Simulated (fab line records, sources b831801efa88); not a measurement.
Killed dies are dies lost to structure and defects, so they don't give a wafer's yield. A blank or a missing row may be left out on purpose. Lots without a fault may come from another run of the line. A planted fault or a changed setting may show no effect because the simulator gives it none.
fab line records | flow sky130
record lots=6 wafers=18 last_day=50
route steps=708 shown NWELL@82 PWDE@84 VT_ADJUST_HVTP@85 VT_ADJUST_LVTN@97 PAD_OPEN@708
lots that met no fault: from a run of the same line without faults
start_h: hours from the record's first day to the start of the lot's first wafer shown | wait_h: hours since the lot's step before | " the same as in the row above | L1.1+2: a row that stands for several wafers | - no value, or no start given | * or withheld: withheld | < > ~ a bound
route shown NAME@n: a module of which the file shows steps, and the number in the route of the first | usual: mean/standard deviation of fault-free wafers | same: alike in all rows | chamber/n: place in a boat | sites: the reading at each site | _std_site: their standard deviation | _edge_site: outer sites' mean less inner sites' | radius_mm: how far each site lies from the wafer's centre | mask NAME#n: copy n | behind: the tool/chamber that last shaped the wafer | hold: why the lot was held/for how many hours/how that ended | device: the transistor (n, p or np) that didn't switch | end of line: the same wafers' tests at the end of the route | a step without rows: its recipe alone | killed: dies lost to structure and defects at the first sort, not the wafer's yield | map: a wafer's dies, x killed, . not, _ none there
set.NAME: the setting as run; set.NAME@STEP: as run at that earlier step | model.NAME: the simulator's own value behind a step, which no gauge read
lots at some steps of the route; a table a step, a row a wafer
services: from which hour (start_h, from the record's first day; less than 0 if before it) a tool's chamber was out of use, for how many hours, and why
## steps
# step SKY_NWELL_RS_MEAS_29
# recipe thk_meas_gauge=four-point-probe
# usual NWELL_RS=626.0/1.4
# columns lot.wafer tool chamber start_h wait_h NWELL_RS[ohm/sq]
L856.1 film_metro-01 - 151.26 0.1 627.1
L856.2 " - " " 625.7
L856.6 " - " " 626.7
L858.2 film_metro-04 - 159.58 0.1 626.7
L858.3 " - " " 626.9
L858.4 " - " " 626.2
L864.1 film_metro-01 - 203.66 0.1 624.0
L864.2 " - " " 624.7
L864.4 " - " " 625.5
L867.1 film_metro-04 - 216.62 0.1 624.9
L867.5 " - " " 623.7
L867.6 " - " " 626.2
L869.1 film_metro-01 - 230.56 0.1 623.9
L869.3 " - " " 625.2
L869.5 " - " " 625.4
L871.3 film_metro-02 - 243.94 0.1 628.6
L871.5 " - " " 629.5
L871.6 " - " " 627.8
# step SKY_NWELL_RS_MEAS_31
# recipe thk_meas_gauge=four-point-probe
# usual PWDE_RS=5288/16
# columns lot.wafer tool chamber start_h wait_h PWDE_RS[ohm/sq]
L856.1 film_metro-01 - 151.50 0.1 5312
L856.2 " - " " 5317
L856.6 " - " " 5303
L858.2 film_metro-04 - 159.82 0.1 5297
L858.3 " - " " 5294
L858.4 " - " " 5275
L864.1 film_metro-01 - 203.90 0.1 5296
L864.2 " - " " 5285
L864.4 " - " " 5304
L867.1 film_metro-04 - 216.86 0.1 5287
L867.5 " - " " 5289
L867.6 " - " " 5279
L869.1 film_metro-01 - 230.80 0.1 5262
L869.3 " - " " 5279
L869.5 " - " " 5262
L871.3 film_metro-02 - 244.18 0.1 5292
L871.5 " - " " 5280
L871.6 " - " " 5285
# step SKY_VT_ADJUST_HVTP_DEHYDRATE_00
# recipe temp_c=200 time_s=60
# step SKY_VT_ADJUST_HVTP_HMDS_01
# recipe prime_time_s=60 prime_temp_c=120
# step SKY_VT_ADJUST_HVTP_COAT_02
# recipe resist=NOVOLAK spin_rpm=3000 resist_thk_nm=1140
# step SKY_VT_ADJUST_HVTP_SOFTBAKE_03
# recipe temp_c=90 time_s=60 resist=NOVOLAK
# step SKY_VT_ADJUST_HVTP_EXPOSE_04
# recipe mask_id=HVTPM na=0.6 source_shape=conventional sigma_outer=0.6 polarization=unpolarized target_cd_nm=380 dose_mj=140
# step SKY_VT_ADJUST_HVTP_PEB_05
# recipe temp_c=withheld time_s=* resist=NOVOLAK
# step SKY_VT_ADJUST_HVTP_DEVELOP_06
# recipe resist=NOVOLAK developer=TMAH develop_time_s=60 dev_temp_c=23
# step SKY_VT_ADJUST_HVTP_CD_MEAS_07
# recipe target_cd_nm=380
# usual cd_nm=380.2/2.4
# columns lot.wafer tool chamber start_h wait_h cd_nm
L856.1 cd_sem-02 - 171.27 0.1 378.5
L856.2 " - " " 381.1
L856.6 " - " " 377.4
L858.2 cd_sem-01 - 179.88 0.1 379.1
L858.3 " - " " 379.5
L858.4 " - " " 381.0
L864.1 cd_sem-02 - 225.41 0.1 380.6
L864.2 " - " " 381.9
L864.4 " - " " 384.2
L867.1 cd_sem-01 - 239.77 0.1 377.9
L867.5 " - " " 376.8
L867.6 " - " " 378.3
L869.1 cd_sem-02 - 254.91 0.1 382.0
L869.3 " - " " 382.7
L869.5 " - " " 379.8
L871.3 cd_sem-01 - 268.21 0.1 378.7
L871.5 " - " " 377.6
L871.6 " - " " 380.4
# step SKY_VT_ADJUST_HVTP_OVL_MEAS_08
# usual VT_ADJUST_HVTP_OVL=0.2/1.5
# columns lot.wafer tool chamber start_h wait_h VT_ADJUST_HVTP_OVL[nm]
L856.1 overlay-02 - 171.39 0.1 2.7
L856.2 " - " " 3.3
L856.6 " - " " 2.3
L858.2 overlay-01 - 179.99 0.1 0.6
L858.3 " - " " 2.2
L858.4 " - " " 1.5
L864.1 overlay-01 - 225.53 0.1 2.4
L864.2 " - " " 1.7
L864.4 " - " " 0.7
L867.1 overlay-01 - 239.89 0.1 -1.0
L867.5 " - " " 0.3
L867.6 " - " " 0.2
L869.1 overlay-01 - 255.03 0.1 -0.1
L869.3 " - " " 3.6
L869.5 " - " " 1.2
L871.3 overlay-02 - 268.30 0.1 -1.3
L871.5 " - " " -0.2
L871.6 " - " " -0.9
# step SKY_VT_ADJUST_HVTP_IMPLANT_09
# recipe species=As energy_kev=150 dose_cm2=4.3e+12 tilt_deg=withheld
# usual beam_energy_keV=150.00/0.043 beam_on_s=9.99/0.2
# columns lot.wafer tool chamber start_h wait_h beam_energy_keV beam_on_s model.implant.rp_nm model.implant.drp_nm
L856.1 implanter-03 0 171.43 0.0 150.09 10.05 82.91 33.4
L856.2 " 0 " " 149.98 9.68 82.91 33.4
L856.6 " 0 " " 150.01 9.86 82.91 33.4
L858.2 implanter-02 0 180.04 0.0 150.01 9.88 82.87 33.4
L858.3 " 0 " " 150.03 9.77 82.87 33.4
L858.4 " 0 " " 150.10 10.13 82.87 33.4
L864.1 implanter-03 0 225.57 0.0 165.91 10.16 92.19 36.3
L864.2 " 0 " " 165.89 9.97 92.19 36.3
L864.4 " 0 " " 165.89 9.83 92.19 36.3
L867.1 implanter-03 0 239.93 0.0 165.97 9.53 93.5 36.3
L867.5 " 0 " " 165.90 10.02 93.5 36.3
L867.6 " 0 " " 165.88 9.89 93.5 36.3
L869.1 implanter-01 0 255.07 0.0 150.01 9.93 82.77 33.4
L869.3 " 0 " " 149.99 9.94 82.77 33.4
L869.5 " 0 " " 149.98 9.78 82.77 33.4
L871.3 implanter-02 0 268.38 0.1 150.01 10.09 82.43 33.4
L871.5 " 0 " " 150.07 10.14 82.43 33.4
L871.6 " 0 " " 149.94 10.05 82.43 33.4
# step SKY_VT_ADJUST_HVTP_STRIP_10
# recipe chemistry=O2/N2 power_w=1400 pressure_mtorr=1500 platen_temp_c=withheld o2_flow_sccm=3000 n2_flow_sccm=300 overash_fraction=0.5
# usual drypump_motor_current_A=5.9/0.66 oes_product_au=0.716/0.0044 strip_time_to_endpoint_s=14.18/0.04
# same overash_fraction=0.5
# columns lot.wafer tool chamber start_h wait_h drypump_motor_current_A oes_product_au rf_hours_counter_h strip_time_to_endpoint_s
L856.1 plasma_asher-02 1 171.58 0.1 5.6 0.714 51 14.12
L856.2 " 0 " " 5.7 0.706 51 14.20
L856.6 " 1 " " 5.7 0.714 - 14.17
L858.2 plasma_asher-01 1 180.17 0.1 6.3 0.717 6 14.14
L858.3 " 1 " " 6.3 0.719 - 14.16
L858.4 " 0 " " 4.7 0.716 - 14.21
L864.1 plasma_asher-01 0 225.72 0.1 4.7 0.716 11 14.16
L864.2 " 1 " " 6.3 0.714 11 14.22
L864.4 " 0 " " 4.7 0.712 - 14.12
L867.1 plasma_asher-02 0 240.08 0.1 5.7 0.714 57 14.23
L867.5 " 0 " " 5.7 0.713 - 14.26
L867.6 " 1 " " 5.7 0.715 - 14.25
L869.1 plasma_asher-01 0 255.22 0.1 4.7 0.716 14 14.21
L869.3 " 1 " " 6.2 0.722 - 14.16
L869.5 " 1 " " 6.3 0.712 - 14.19
L871.3 plasma_asher-01 1 268.51 0.1 6.2 0.711 - 14.22
L871.5 " 0 " " 4.7 0.714 - 14.23
L871.6 " 1 " " 6.3 0.718 - 14.19
# step SKY_VT_ADJUST_HVTP_TW_MEAS_11
# usual VT_ADJUST_HVTP_TW=1352/13
# columns lot.wafer tool chamber start_h wait_h VT_ADJUST_HVTP_TW
L856.1 film_metro-01 - 171.68 0.1 1354
L856.2 " - " " 1349
L856.6 " - " " 1347
L858.2 film_metro-01 - 180.28 0.1 1360
L858.3 " - " " 1356
L858.4 " - " " 1354
L864.1 film_metro-01 - 225.82 0.1 1388
L864.2 " - " " 1393
L864.4 " - " " 1388
L867.1 film_metro-01 - 240.18 0.1 1396
L867.5 " - " " 1385
L867.6 " - " " 1381
L869.1 film_metro-02 - 255.32 0.1 1359
L869.3 " - " " 1363
L869.5 " - " " 1365
L871.3 film_metro-03 - 268.60 0.1 1325
L871.5 " - " " 1329
L871.6 " - " " 1330
# step SKY_VT_ADJUST_LVTN_DEHYDRATE_00
# recipe temp_c=200 time_s=60
# step SKY_PAD_OPEN_PROBE_99
# usual killed_at_M0_to_M3=43/6.7 killed_at_M4_up=3.2/1.9 killed_at_contacts=24/5.9 killed_at_front_end=15/4.1 killed_at_other=0.3/0.56 killed_dies=86/9.5 killed_open=47/7.4 killed_short=39/5.5
# same gross_dies=492 killed_at_back_side=0
# columns lot.wafer tool chamber start_h wait_h killed_at_M0_to_M3 killed_at_M4_up killed_at_contacts killed_at_front_end killed_at_other killed_dies killed_open killed_short model.etest.tip_p.rs_ohm_sq model.etest.pfet_01v8.r_on_ohm_um model.etest.pfet_01v8.drive_ua_um model.etest.pfet_01v8_mvt.drive_ua_um model.etest.pfet_01v8_hvt.drive_ua_um model.etest.sram_pfet_latch.drive_ua_um model.etest.pfet_01v8_mvt.off_log10_a_um model.etest.pfet_01v8.off_log10_a_um
L856.1 prober-02 - 1122.95 0.1 35 3 23 13 0 74 50 24 6908 2912 192.6 152.2 141.7 140.4 -10.34 -9.519
L856.2 prober-02 - 1123.00 0.1 44 4 25 12 0 85 51 34 6880 2842 199.8 154.7 148 145.2 -10.17 -8.836
L856.6 prober-02 - 1123.20 0.2 46 1 22 17 0 86 48 38 6889 2944 189.9 151.4 141.7 142 -10.51 -9.518
L858.2 prober-02 - 1131.56 0.1 51 4 26 19 0 100 54 46 6757 2848 195.7 156.6 146.2 142.2 -10.13 -9.378
L858.3 prober-02 - 1131.61 0.2 51 1 23 9 0 84 46 38 6764 2889 192.2 152.6 141.6 138.9 -10.47 -9.656
L858.4 prober-02 - 1131.66 0.2 48 2 26 10 0 86 42 44 6827 2868 194.9 154.2 145.5 138.8 -10.53 -9.389
L864.1 prober-01 - 1170.68 0.1 42 4 15 20 1 82 45 37 6634 2735 208.3 164.4 154.4 158.2 -9.304 -8.6
L864.2 prober-01 - 1170.73 0.1 60 2 22 13 2 99 53 46 6524 2746 211.2 165 155.3 159.6 -9.185 -8.615
L864.4 prober-01 - 1170.83 0.2 49 0 22 18 1 90 49 41 6536 2732 208.8 165.3 156.1 159.6 -9.171 -8.457
L867.1 prober-02 - 1179.83 0.1 41 5 21 21 0 88 53 35 6455 2767 209.1 166.7 156.6 151.8 -9.037 -8.425
L867.5 prober-02 - 1180.03 0.2 47 3 22 13 1 86 43 43 6487 2776 208.1 164.7 152.1 149.4 -8.968 -8.452
L867.6 prober-02 - 1180.08 0.2 49 2 20 13 1 85 45 40 6486 2798 205.1 165 152.1 147 -9.146 -8.572
L869.1 prober-02 - 1186.87 0.1 46 1 22 10 0 79 40 39 6922 2914 192.6 153.1 142.9 142.3 -10.69 -9.748
L869.3 prober-02 - 1186.97 0.2 47 1 22 10 1 81 44 37 6942 2958 188.7 149.2 139.9 136.5 -10.64 -10
L869.5 prober-02 - 1187.07 0.2 46 2 32 12 1 93 48 45 6921 2946 188.8 149.7 139.8 139 -10.79 -9.845
L871.3 prober-02 - 1202.42 0.2 40 1 21 17 1 80 44 36 6899 2972 188.2 148 139 142.2 -10.77 -10.05
L871.5 prober-02 - 1202.52 0.2 47 1 20 12 0 80 36 44 6938 2954 188.5 148.7 140.3 141.4 -10.89 -9.91
L871.6 prober-02 - 1202.57 0.2 47 3 23 14 0 87 53 34 6957 2905 189.8 152.1 141.8 146 -10.64 -9.918
# killed by level:class
L856.1 VIA1:geometric_particle:open=10 LI_CONTACT:geometric_particle:open=8 CONTACT:geometric_particle:open=8 VIA2:geometric_particle:open=7 METAL1:geometric_particle:short=6 VIA3:geometric_particle:open=5 FIELD_ISO:geometric_particle:open=4 POLY_GATE:geometric_particle:open=4
L856.2 VIA1:geometric_particle:open=11 CONTACT:geometric_particle:open=9 VIA3:geometric_particle:open=6 LI_CONTACT:geometric_particle:open=5 VIA2:geometric_particle:short=5 FIELD_ISO:geometric_particle:open=4 CONTACT:geometric_particle:short=4 VIA1:geometric_particle:short=4
L856.6 VIA3:geometric_particle:open=12 CONTACT:geometric_particle:open=12 VIA1:geometric_particle:short=7 LI_CONTACT:geometric_particle:open=7 METAL2:geometric_particle:short=5 METAL1:geometric_particle:short=5 FIELD_ISO:geometric_particle:short=4 POLY_GATE:geometric_particle:short=4
L858.2 VIA3:geometric_particle:open=12 CONTACT:geometric_particle:open=11 METAL2:geometric_particle:short=8 METAL1:geometric_particle:short=7 FIELD_ISO:geometric_particle:short=7 VIA2:geometric_particle:open=7 VIA1:geometric_particle:open=6 FIELD_ISO:geometric_particle:open=5
L858.3 VIA1:geometric_particle:open=11 VIA2:geometric_particle:open=8 CONTACT:geometric_particle:open=7 VIA3:geometric_particle:open=7 METAL2:geometric_particle:short=6 LOCAL_INTERCONNECT:geometric_particle:short=5 CONTACT:geometric_particle:short=4 METAL1:geometric_particle:short=4
L858.4 VIA3:geometric_particle:open=10 VIA1:geometric_particle:open=10 CONTACT:geometric_particle:short=7 CONTACT:geometric_particle:open=7 VIA3:geometric_particle:short=6 LI_CONTACT:geometric_particle:open=5 VIA2:geometric_particle:short=5 METAL2:geometric_particle:short=5
L864.1 VIA1:geometric_particle:open=12 POLY_GATE:geometric_particle:short=7 VIA2:geometric_particle:open=7 CONTACT:geometric_particle:open=6 METAL1:geometric_particle:short=5 CONTACT:geometric_particle:short=5 POLY_GATE:geometric_particle:open=4 VIA1:geometric_particle:short=4
L864.2 VIA1:geometric_particle:open=11 LI_CONTACT:geometric_particle:open=9 VIA3:geometric_particle:open=9 METAL3:geometric_particle:short=9 METAL1:geometric_particle:short=7 CONTACT:geometric_particle:open=6 VIA2:geometric_particle:open=6 VIA1:geometric_particle:short=5
L864.4 VIA2:geometric_particle:open=9 CONTACT:geometric_particle:open=9 POLY_GATE:geometric_particle:short=7 LI_CONTACT:geometric_particle:open=6 METAL1:geometric_particle:short=6 METAL2:geometric_particle:short=6 VIA3:geometric_particle:open=5 VIA1:geometric_particle:open=5
L867.1 VIA1:geometric_particle:open=11 VIA3:geometric_particle:open=10 CONTACT:geometric_particle:open=7 LI_CONTACT:geometric_particle:open=7 METAL2:geometric_particle:short=7 SPACER:geometric_particle:open=5 CONTACT:geometric_particle:short=5 FIELD_ISO:geometric_particle:short=4
L867.5 VIA1:geometric_particle:open=10 METAL1:geometric_particle:short=8 CONTACT:geometric_particle:open=8 LI_CONTACT:geometric_particle:open=6 FIELD_ISO:geometric_particle:open=4 METAL2:geometric_particle:short=4 METAL1:geometric_particle:open=4 VIA1:geometric_particle:short=4
L867.6 VIA1:geometric_particle:open=14 LI_CONTACT:geometric_particle:open=8 VIA1:geometric_particle:short=6 METAL3:geometric_particle:short=5 LOCAL_INTERCONNECT:geometric_particle:short=5 CONTACT:geometric_particle:open=5 METAL2:geometric_particle:short=5 VIA3:geometric_particle:open=5
L869.1 VIA2:geometric_particle:short=8 LI_CONTACT:geometric_particle:open=8 METAL1:geometric_particle:short=8 VIA2:geometric_particle:open=7 CONTACT:geometric_particle:open=6 VIA1:geometric_particle:short=5 VIA1:geometric_particle:open=5 VIA3:geometric_particle:open=5
L869.3 VIA1:geometric_particle:open=10 VIA3:geometric_particle:open=10 CONTACT:geometric_particle:open=6 LI_CONTACT:geometric_particle:open=5 METAL1:geometric_particle:short=5 VIA1:geometric_particle:short=5 FIELD_ISO:geometric_particle:short=4 METAL2:geometric_particle:short=4
L869.5 LI_CONTACT:geometric_particle:open=11 METAL1:geometric_particle:short=8 VIA2:geometric_particle:open=8 CONTACT:geometric_particle:short=7 VIA1:geometric_particle:open=7 CONTACT:geometric_particle:open=6 POLY_GATE:geometric_particle:short=5 METAL3:geometric_particle:short=5
L871.3 CONTACT:geometric_particle:open=9 VIA2:geometric_particle:open=7 VIA1:geometric_particle:open=6 VIA1:geometric_particle:short=6 VIA3:geometric_particle:open=6 METAL2:geometric_particle:short=6 FIELD_ISO:geometric_particle:short=5 LI_CONTACT:geometric_particle:open=4
L871.5 VIA2:geometric_particle:open=10 METAL2:geometric_particle:short=9 VIA3:geometric_particle:open=9 CONTACT:geometric_particle:open=8 METAL1:geometric_particle:short=7 LOCAL_INTERCONNECT:geometric_particle:short=4 VIA1:geometric_particle:short=4 METAL3:geometric_particle:short=4
L871.6 VIA1:geometric_particle:open=13 CONTACT:geometric_particle:open=12 POLY_GATE:geometric_particle:open=7 LI_CONTACT:geometric_particle:open=7 VIA3:geometric_particle:open=5 METAL1:geometric_particle:short=5 VIA2:geometric_particle:open=5 VIA1:geometric_particle:short=4
## services
# columns tool chamber start_h hours kind
implanter-03 - 162.82 2.0 repair
implanter-02 - 163.75 3.3 pm
implanter-01 - 224.38 3.3 pm
implanter-03 - 228.01 4.3 repair
implanter-03 - 260.37 1.6 repair
plasma_asher-01 - 261.59 1.9 repair
implanter-03 - 262.68 1.8 repair
## key
first_sign step=SKY_VT_ADJUST_HVTP_IMPLANT_09 reading=beam_energy_keV direction=up sigmas=99+ usual=* struck=*
effect step=SKY_VT_ADJUST_HVTP_TW_MEAS_11 reading=VT_ADJUST_HVTP_TW direction=up sigmas=2.7 usual=1352 struck=1388
model_effect step=SKY_VT_ADJUST_HVTP_IMPLANT_09 value=implant.rp_nm without=84.38 struck=92.84
model_effect step=SKY_PAD_OPEN_PROBE_99 value=etest.tip_p.rs_ohm_sq without=6849 struck=6520
met_at SKY_VT_ADJUST_HVTP_IMPLANT_09
struck_wafers L864.1,L864.2,L864.4,L867.1,L867.5,L867.6
tester_left_out L864,L867
onset_between 171.43 225.57
fault kind=process_parameter_drift tool=implanter-03 chamber=- onset_h=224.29 steps=SKY_VT_ADJUST_HVTP_IMPLANT_09 channel=energy_kev offset=* shape=step end_h=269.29 acts_in=* stated=*
# tester_left_out: of these lots the tester's yield and bins aren't shown, on N5 and GAA mostly nor the transistor test; their killed dies are dies lost to structure and defects alone, not to doping, threshold or leakage, so they don't give the yield
